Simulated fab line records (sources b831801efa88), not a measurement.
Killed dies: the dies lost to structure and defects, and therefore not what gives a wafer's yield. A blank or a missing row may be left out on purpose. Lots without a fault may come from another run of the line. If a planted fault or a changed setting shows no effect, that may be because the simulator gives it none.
fab line records | flow sky130
[record] lots = 12 | wafers = 36 | lastDay = 50
route steps=708 shown LOCAL_INTERCONNECT@387 PAD_OPEN@708
lots untouched by any fault: they come from a run of this same line in which no faults occurred
startH: hours from the record's first day to the start of the lot's first wafer shown | waitH: how many hours have passed since the lot's step before this one | " identical to the entry in the row above | L1.1+2: one row covering several wafers at once | - no value, or no start was given | * or withheld: withheld | < > ~ a bound
route shown NAME@n: names a module that has steps shown in the file, with the first one's number in the route | usual: the fault-free wafers' mean and standard deviation | same: alike in all rows | chamber/n: place in a boat | sites: the reading at each site | _std_site: the values' standard deviation | _edge_site: the outer-site mean with the inner-site mean subtracted | radiusMm: how far each site lies from the wafer's centre | mask NAME#n: copy n | behind: the last tool/chamber to shape the wafer | hold: what put the lot on hold/how long, in hours/how the hold closed | device: the n, p or np transistor that did not switch | end of line: at the end of the route, the tests of the same wafers | where a step has no rows: the recipe by itself | killed: the dies lost at the first sort to structure and to defects; this is not the yield of the wafer | map: shows each die of a wafer: x if killed, . if not, _ if none is there
set.NAME: setting as actually run; set.NAME@STEP: the setting as run at that earlier step | model.NAME: the simulator's own value behind a step, which no gauge read
steps of the route over a sample of lots; a table a step, a row a wafer
services: a tool's chamber out of use, with start hour (startH, from the record's first day; less than 0 if before it), hours out, and reason
[[steps]]
[step SKY_LOCAL_INTERCONNECT_SPUTTER_00]
[recipe] material = TiN | targetThkNm = 100 | tempC = 300 | powerW = 6500 | timeS = 83.3 | chamberPressurePa = 0.4
[usual] throttleValvePct = 29.9/0.67
lot.wafer | tool          | chamber | startH | waitH | throttleValvePct
L317.3    | pvdSputter-01 | -       | 668.31 | 0.1   | 29.8
L317.4    | "             | -       | "      | "     | 30.0
L317.5    | "             | -       | "      | "     | 29.9
L318.1    | pvdSputter-03 | -       | 681.33 | 0.2   | 30.1
L318.4    | "             | -       | "      | "     | 30.7
L318.6    | "             | -       | "      | "     | 29.9
L319.1    | pvdSputter-02 | -       | 692.45 | 0.1   | 29.1
L319.4    | "             | -       | "      | "     | 28.9
L319.5    | "             | -       | "      | "     | 29.2
L322.2    | pvdSputter-03 | -       | 721.31 | 0.1   | 30.4
L322.3    | "             | -       | "      | "     | 30.2
L322.4    | "             | -       | "      | "     | 29.8
L324.3    | pvdSputter-03 | -       | 741.21 | 0.2   | 30.0
L324.4    | "             | -       | "      | "     | 30.6
L324.5    | "             | -       | "      | "     | 30.5
L327.2    | pvdSputter-02 | -       | 759.31 | 0.2   | 30.2
L327.3    | "             | -       | "      | "     | 30.7
L327.4    | "             | -       | "      | "     | 28.9
L330.2    | pvdSputter-01 | -       | 786.89 | 0.1   | 30.3
L330.5    | "             | -       | "      | "     | 30.0
L330.6    | "             | -       | "      | "     | 30.2
L334.1    | pvdSputter-03 | -       | 817.59 | 0.1   | 30.5
L334.3    | "             | -       | "      | "     | 30.9
L334.4    | "             | -       | "      | "     | 29.8
L337.1    | pvdSputter-02 | -       | 838.38 | 0.1   | 28.8
L337.2    | "             | -       | "      | "     | 30.1
L337.3    | "             | -       | "      | "     | 31.0
L338.4    | pvdSputter-02 | -       | 845.89 | 0.2   | 30.9
L338.5    | "             | -       | "      | "     | 28.6
L338.6    | "             | -       | "      | "     | 29.4
L339.3    | pvdSputter-02 | -       | 849.51 | 0.2   | 29.5
L339.4    | "             | -       | "      | "     | 28.8
L339.5    | "             | -       | "      | "     | 30.0
L340.1    | pvdSputter-02 | -       | 856.44 | 0.2   | 29.8
L340.2    | "             | -       | "      | "     | 28.6
L340.6    | "             | -       | "      | "     | 29.6
[step SKY_LOCAL_INTERCONNECT_RS_MEAS_01]
[recipe] thkMeasGauge = four-point-probe | reads = TiN_of_LOCAL_INTERCONNECT_SPUTTER_00
[usual] LOCAL_INTERCONNECT_TIN_RS = 14.09/0.16
lot.wafer | tool         | chamber | startH | waitH | hold                    | LOCAL_INTERCONNECT_TIN_RS[ohm/sq]
L317.3    | filmMetro-01 | -       | 668.41 | 0.1   | -                       | 14.27
L317.4    | "            | -       | "      | "     | -                       | 14.19
L317.5    | "            | -       | "      | "     | -                       | 14.23
L318.1    | filmMetro-01 | -       | 681.39 | 0.0   | -                       | 14.20
L318.4    | "            | -       | "      | "     | -                       | 14.16
L318.6    | "            | -       | "      | "     | -                       | 14.19
L319.1    | filmMetro-03 | -       | 692.51 | 0.0   | -                       | 14.47
L319.4    | "            | -       | "      | "     | -                       | 14.37
L319.5    | "            | -       | "      | "     | -                       | 14.47
L322.2    | filmMetro-01 | -       | 721.39 | 0.1   | -                       | 14.10
L322.3    | "            | -       | "      | "     | -                       | 14.16
L322.4    | "            | -       | "      | "     | -                       | 14.20
L324.3    | filmMetro-01 | -       | 741.31 | 0.1   | -                       | 14.21
L324.4    | "            | -       | "      | "     | -                       | 14.12
L324.5    | "            | -       | "      | "     | -                       | 14.24
L327.2    | filmMetro-04 | -       | 759.39 | 0.1   | -                       | 14.09
L327.3    | "            | -       | "      | "     | -                       | 14.16
L327.4    | "            | -       | "      | "     | -                       | 14.31
L330.2    | filmMetro-03 | -       | 786.98 | 0.1   | -                       | 14.04
L330.5    | "            | -       | "      | "     | -                       | 14.03
L330.6    | "            | -       | "      | "     | -                       | 14.09
L334.1    | filmMetro-01 | -       | 817.66 | 0.0   | -                       | 14.02
L334.3    | "            | -       | "      | "     | -                       | 14.12
L334.4    | "            | -       | "      | "     | -                       | 14.35
L337.1    | filmMetro-04 | -       | 838.45 | 0.0   | -                       | 13.86
L337.2    | "            | -       | "      | "     | -                       | 13.70
L337.3    | "            | -       | "      | "     | -                       | 13.67
L338.4    | filmMetro-01 | -       | 846.02 | 0.1   | awaitDispo/0.2h/release | 18.73
L338.5    | "            | -       | "      | "     | awaitDispo/0.2h/release | 19.03
L338.6    | "            | -       | "      | "     | awaitDispo/0.2h/release | 19.12
L338.4    | filmMetro-01 | -       | 846.30 | 0.3   | -                       | 18.74
L338.5    | "            | -       | "      | "     | -                       | 19.02
L338.6    | "            | -       | "      | "     | -                       | 19.13
L339.3    | filmMetro-04 | -       | 849.61 | 0.1   | awaitDispo/0.2h/release | 19.23
L339.4    | "            | -       | "      | "     | awaitDispo/0.2h/release | 19.23
L339.5    | "            | -       | "      | "     | awaitDispo/0.2h/release | 18.83
L339.3    | filmMetro-04 | -       | 849.90 | 0.3   | -                       | 19.24
L339.4    | "            | -       | "      | "     | -                       | 19.24
L339.5    | "            | -       | "      | "     | -                       | 18.83
L340.1    | filmMetro-04 | -       | 856.51 | 0.0   | awaitDispo/0.2h/release | 19.02
L340.2    | "            | -       | "      | "     | awaitDispo/0.2h/release | 19.24
L340.6    | "            | -       | "      | "     | awaitDispo/0.2h/release | 18.99
L340.1    | filmMetro-04 | -       | 856.79 | 0.3   | -                       | 19.02
L340.2    | "            | -       | "      | "     | -                       | 19.24
L340.6    | "            | -       | "      | "     | -                       | 18.99
[step SKY_LOCAL_INTERCONNECT_THK_MEAS_02]
[recipe] thkMeasGauge = xrf | reads = TiN_of_LOCAL_INTERCONNECT_SPUTTER_00
[usual] LOCAL_INTERCONNECT_TIN_THK = 100.2/1.1
lot.wafer | tool         | chamber | startH | waitH | hold                    | LOCAL_INTERCONNECT_TIN_THK[nm]
L317.3    | filmMetro-01 | -       | 668.51 | 0.1   | -                       | 100.5
L317.4    | "            | -       | "      | "     | -                       | 100.7
L317.5    | "            | -       | "      | "     | -                       | 100.7
L318.1    | filmMetro-01 | -       | 681.51 | 0.1   | -                       | 99.5
L318.4    | "            | -       | "      | "     | -                       | 100.4
L318.6    | "            | -       | "      | "     | -                       | 99.7
L319.1    | filmMetro-03 | -       | 692.63 | 0.1   | -                       | 97.2
L319.4    | "            | -       | "      | "     | -                       | 97.6
L319.5    | "            | -       | "      | "     | -                       | 97.4
L322.2    | filmMetro-01 | -       | 721.50 | 0.1   | -                       | 100.4
L322.3    | "            | -       | "      | "     | -                       | 99.7
L322.4    | "            | -       | "      | "     | -                       | 99.5
L324.3    | filmMetro-01 | -       | 741.41 | 0.1   | -                       | 99.4
L324.4    | "            | -       | "      | "     | -                       | 100.2
L324.5    | "            | -       | "      | "     | -                       | 99.8
L327.2    | filmMetro-04 | -       | 759.50 | 0.1   | -                       | 100.5
L327.3    | "            | -       | "      | "     | -                       | 99.9
L327.4    | "            | -       | "      | "     | -                       | 98.9
L330.2    | filmMetro-03 | -       | 787.09 | 0.1   | -                       | 100.2
L330.5    | "            | -       | "      | "     | -                       | 99.6
L330.6    | "            | -       | "      | "     | -                       | 99.8
L334.1    | filmMetro-01 | -       | 817.78 | 0.1   | -                       | 100.7
L334.3    | "            | -       | "      | "     | -                       | 99.8
L334.4    | "            | -       | "      | "     | -                       | 98.3
L337.1    | filmMetro-04 | -       | 838.57 | 0.1   | -                       | 101.4
L337.2    | "            | -       | "      | "     | -                       | 102.5
L337.3    | "            | -       | "      | "     | -                       | 102.5
L338.4    | filmMetro-01 | -       | 848.61 | 2.3   | awaitDispo/0.2h/release | 76.5
L338.5    | "            | -       | "      | "     | awaitDispo/0.2h/release | 75.4
L338.6    | "            | -       | "      | "     | awaitDispo/0.2h/release | 75.0
L338.4    | filmMetro-01 | -       | 848.84 | 0.2   | -                       | 76.7
L338.5    | "            | -       | "      | "     | -                       | 75.8
L338.6    | "            | -       | "      | "     | -                       | 75.0
L339.3    | filmMetro-04 | -       | 856.21 | 6.3   | awaitDispo/0.2h/release | 74.0
L339.4    | "            | -       | "      | "     | awaitDispo/0.2h/release | 74.8
L339.5    | "            | -       | "      | "     | awaitDispo/0.2h/release | 76.0
L339.3    | filmMetro-04 | -       | 856.44 | 0.2   | -                       | 74.5
L339.4    | "            | -       | "      | "     | -                       | 74.3
L339.5    | "            | -       | "      | "     | -                       | 75.8
L340.1    | filmMetro-04 | -       | 860.87 | 4.1   | awaitDispo/0.2h/release | 75.3
L340.2    | "            | -       | "      | "     | awaitDispo/0.2h/release | 74.8
L340.6    | "            | -       | "      | "     | awaitDispo/0.2h/release | 75.2
L340.1    | filmMetro-04 | -       | 861.09 | 0.2   | -                       | 74.8
L340.2    | "            | -       | "      | "     | -                       | 74.4
L340.6    | "            | -       | "      | "     | -                       | 75.3
[step SKY_LOCAL_INTERCONNECT_METAL_ETCH_14]
[recipe] targetDepthNm = 110 | stopOn = PSG | chemistry = Cl2/BCl3 | target = TiN | resistSidewallDeg = 88 | pressureMtorr = 10 | icpW = 900 | biasW = 48.5 | Cl2_flow_sccm = 60 | bcl3FlowSccm = 30 | timeS = 31.4
[usual] drypumpMotorCurrentA = 5.7/0.54 | oesProductAu = 0.943/0.0082 | throttleValvePct = 21.899/0.011
lot.wafer | tool        | chamber | startH | waitH | drypumpMotorCurrentA | oesProductAu | rfHoursCounterH | throttleValvePct
L317.3    | rieMetal-03 | 0       | 697.23 | 0.0   | 5.6                  | 0.931        | -               | 21.895
L317.4    | "           | 1       | "      | "     | 5.8                  | 0.939        | -               | 21.920
L317.5    | "           | 0       | "      | "     | 5.6                  | 0.938        | -               | 21.899
L318.1    | rieMetal-03 | 1       | 710.26 | 0.0   | 5.8                  | 0.939        | 4               | 21.891
L318.4    | "           | 0       | "      | "     | 5.6                  | 0.941        | -               | 21.899
L318.6    | "           | 1       | "      | "     | 5.8                  | 0.945        | -               | 21.919
L319.1    | rieMetal-01 | 1       | 721.01 | 0.0   | 6.5                  | 0.924        | 0               | 21.916
L319.4    | "           | 1       | "      | "     | 6.5                  | 0.929        | -               | 21.909
L319.5    | "           | 1       | "      | "     | 6.5                  | 0.929        | -               | 21.920
L322.2    | rieMetal-03 | 1       | 748.99 | 0.0   | 5.9                  | 0.937        | 5               | 21.892
L322.3    | "           | 1       | "      | "     | 5.9                  | 0.942        | -               | 21.906
L322.4    | "           | 0       | "      | "     | 5.7                  | 0.939        | -               | 21.915
L324.3    | rieMetal-04 | 1       | 768.21 | 0.1   | 4.7                  | 0.934        | -               | 21.905
L324.4    | "           | 1       | "      | "     | 4.7                  | 0.944        | -               | 21.901
L324.5    | "           | 1       | "      | "     | 4.8                  | 0.945        | -               | 21.900
L327.2    | rieMetal-04 | 1       | 786.22 | 0.1   | 4.8                  | 0.944        | -               | 21.908
L327.3    | "           | 1       | "      | "     | 4.8                  | 0.940        | -               | 21.909
L327.4    | "           | 1       | "      | "     | 4.7                  | 0.941        | -               | 21.908
L330.2    | rieMetal-03 | 0       | 813.46 | 0.0   | 5.6                  | 0.941        | 1               | 21.889
L330.5    | "           | 0       | "      | "     | 5.6                  | 0.944        | -               | 21.898
L330.6    | "           | 1       | "      | "     | 5.8                  | 0.940        | -               | 21.914
L334.1    | rieMetal-03 | 0       | 844.06 | 0.0   | 5.6                  | 0.949        | 3               | 21.895
L334.3    | "           | 1       | "      | "     | 5.8                  | 0.941        | -               | 21.902
L334.4    | "           | 0       | "      | "     | 5.6                  | 0.937        | -               | 21.894
L337.1    | rieMetal-04 | 0       | 864.82 | 0.1   | 5.1                  | 0.943        | 3               | 21.882
L337.2    | "           | 0       | "      | "     | 5.1                  | 0.949        | -               | 21.881
L337.3    | "           | 0       | "      | "     | 5.1                  | 0.962        | -               | 21.877
L338.4    | rieMetal-04 | 0       | 873.03 | 0.1   | 5.1                  | 0.809        | -               | 21.997
L338.5    | "           | 0       | "      | "     | 5.0                  | 0.801        | -               | 21.989
L338.6    | "           | 0       | "      | "     | 5.0                  | 0.799        | -               | 21.984
L339.3    | rieMetal-01 | 1       | 875.43 | 0.0   | 6.5                  | 0.797        | -               | 21.987
L339.4    | "           | 0       | "      | "     | 6.0                  | 0.796        | -               | 22.007
L339.5    | "           | 1       | "      | "     | 6.5                  | 0.811        | -               | 21.996
L340.1    | rieMetal-03 | 0       | 883.36 | 0.0   | 5.6                  | 0.803        | 4               | 21.990
L340.2    | "           | 1       | "      | "     | 5.8                  | 0.801        | 11              | 21.992
L340.6    | "           | 1       | "      | "     | 5.8                  | 0.798        | -               | 21.982
[step SKY_PAD_OPEN_PROBE_99]
[usual] killed_at_M0_to_M3 = 43/6.7 | killed_at_M4_up = 3.2/1.8 | killedAtContacts = 24/4.8 | killedAtFrontEnd = 16/4.2 | killedAtOther = 0.3/0.56 | killedDies = 86/8.5 | killedOpen = 47/6.7 | killedShort = 39/6
[same] grossDies = 492 | killedAtBackSide = 0
lot.wafer | tool      | chamber | startH  | waitH | killed_at_M0_to_M3 | killed_at_M4_up | killedAtContacts | killedAtFrontEnd | killedAtOther | killedDies | killedOpen | killedShort
L339.3    | prober-01 | -       | 1193.96 | 0.2   | 51                 | 3               | 24               | 9                | 0             | 87         | 41         | 46
// killed by level:class
L339.3 VIA1:geometricParticle:open=15 METAL1:geometricParticle:short=8 CONTACT:geometricParticle:short=7 CONTACT:geometricParticle:open=6 VIA1:geometricParticle:short=6 METAL2:geometricParticle:short=5 VIA2:geometricParticle:open=5 LI_CONTACT:geometricParticle:short=4
[[services]]
tool          | chamber | startH | hours | kind
pvdSputter-03 | -       | 697.16 | 1.3   | repair
pvdSputter-03 | -       | 702.77 | 3.2   | repair
pvdSputter-03 | 2       | 707.06 | -     | consumableReplace:kit
pvdSputter-03 | 2       | 707.06 | 18.0  | scheduledDown
pvdSputter-03 | 2       | 707.06 | 18.0  | ventCycle
rieMetal-04   | 0       | 722.61 | 14.5  | repair
rieMetal-03   | 1       | 743.76 | 1.7   | repair
rieMetal-03   | 0       | 762.57 | -     | clean
rieMetal-03   | 0       | 762.57 | 15.3  | scheduledDown
rieMetal-03   | 0       | 762.57 | 15.3  | ventCycle
rieMetal-04   | 0       | 766.50 | -     | clean
rieMetal-04   | 0       | 766.50 | 20.7  | scheduledDown
rieMetal-04   | 0       | 766.50 | 20.7  | ventCycle
rieMetal-04   | -       | 782.73 | 0.3   | repair
rieMetal-04   | -       | 795.44 | 1.2   | repair
rieMetal-03   | -       | 824.29 | 4.3   | pm
rieMetal-03   | -       | 845.52 | 1.3   | repair
rieMetal-04   | 1       | 856.94 | -     | clean
rieMetal-04   | 1       | 856.94 | 24.0  | scheduledDown
rieMetal-04   | 1       | 856.94 | 24.0  | ventCycle
pvdSputter-02 | 0       | 872.55 | -     | consumableReplace:kit
pvdSputter-02 | 0       | 872.55 | 18.0  | scheduledDown
pvdSputter-02 | 0       | 872.55 | 18.0  | ventCycle
rieMetal-03   | -       | 880.01 | 2.8   | pm
[[key]]
[firstSign] step = SKY_LOCAL_INTERCONNECT_RS_MEAS_01 | reading = visit | direction = added
[effect] step = SKY_LOCAL_INTERCONNECT_RS_MEAS_01 | reading = LOCAL_INTERCONNECT_TIN_RS | direction = up | sigmas = 32 | usual = 14.09 | struck = 19.05
[effect] step = SKY_LOCAL_INTERCONNECT_THK_MEAS_02 | reading = visit | direction = added
[effect] step = SKY_LOCAL_INTERCONNECT_THK_MEAS_02 | reading = LOCAL_INTERCONNECT_TIN_THK | direction = down | sigmas = 23 | usual = 100.2 | struck = 75.2
[effect] step = SKY_LOCAL_INTERCONNECT_METAL_ETCH_14 | reading = oesProductAu | direction = down | sigmas = 17 | usual = 0.943 | struck = 0.802
metAt SKY_LOCAL_INTERCONNECT_SPUTTER_00
struckLots L338,L339,L340
testerLeftOut L338,L339,L340
onsetBetween 838.38 845.89
alsoFits time
[fault] kind = processParameterDrift | tool = pvdSputter-02 | chamber = - | onsetH = 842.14 | steps = SKY_LOCAL_INTERCONNECT_SPUTTER_00 | channel = targetThkNm | offset = -24.955 | shape = step | endH = 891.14 | actsIn = theseRecipesOnly | stated = 100
// testerLeftOut: of these lots the tester's yield and bins aren't shown, on N5 and GAA mostly nor the transistor test; their killed dies are dies lost to structure and defects alone, not to doping, threshold or leakage, so they don't give the yield
